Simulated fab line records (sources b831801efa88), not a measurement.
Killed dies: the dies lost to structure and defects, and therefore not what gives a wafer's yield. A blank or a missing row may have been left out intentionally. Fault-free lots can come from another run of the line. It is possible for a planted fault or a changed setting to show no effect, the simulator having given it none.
The tool behind it: which one? / flow sky130 / 12 lots (36 wafers sampled), 1 step of a 708-step route

== WHAT THE GAUGES READ, wafer by wafer ==
SKY_LI_CONTACT_THK_MEAS_23: measures by xrf.
lot=L075; measured=day 29 09:12; on=film metro-02; LI_CONTACT_W_THK (nm)=391 396 393
lot=L077; measured=day 30 23:19; on=film metro-01; LI_CONTACT_W_THK (nm)=387 385 391
lot=L080; measured=day 31 14:14; on=film metro-01; LI_CONTACT_W_THK (nm)=392 392 391
lot=L081; measured=day 31 20:28; on=film metro-02; LI_CONTACT_W_THK (nm)=398 398 402
lot=L083; measured=day 32 07:41; on=film metro-02; LI_CONTACT_W_THK (nm)=394 397 400
lot=L084; measured=day 33 03:14; on=film metro-01; LI_CONTACT_W_THK (nm)=400 394 397
lot=L087; measured=day 33 14:31; on=film metro-02; LI_CONTACT_W_THK (nm)=396 394 395
lot=L089; measured=day 34 07:56; on=film metro-04; LI_CONTACT_W_THK (nm)=388 389 390
lot=L091; measured=day 34 18:53; on=film metro-02; LI_CONTACT_W_THK (nm)=394 392 389
lot=L093; measured=day 35 07:20; on=film metro-02; LI_CONTACT_W_THK (nm)=397 397 401
lot=L095; measured=day 35 21:08; on=film metro-01; LI_CONTACT_W_THK (nm)=390 389 395
lot=L097; measured=day 36 21:49; on=film metro-04; LI_CONTACT_W_THK (nm)=397 393 398

== WHAT TOOL EACH LOT RAN ON (gives the tool, then ch and the chambers of the sampled wafers, and finally the start) ==
The record holds no process step before these readings.

== THE ANSWER, worked out from the rows above alone ==
Rule: the lots themselves supply what counts as usual. Put in order of their means at a reading, lots are off if they are a third of the lots or fewer, leave a main group of 4 or more, and stand apart from it by a gap of 3 or more times the standard deviation of the main group's means; of several such gaps the widest counts. A main group is skipped when, at the precision printed for the reading in the tables above, its means are all equal. A lot without any number at a reading at which 4 lots or more have one is off too. Where the step has rows for the other lots, those lots are counted as sound.
No lot is off at any reading shown: from this, nothing can be told.

== WHAT THE SIMULATOR HAD INSERTED ==
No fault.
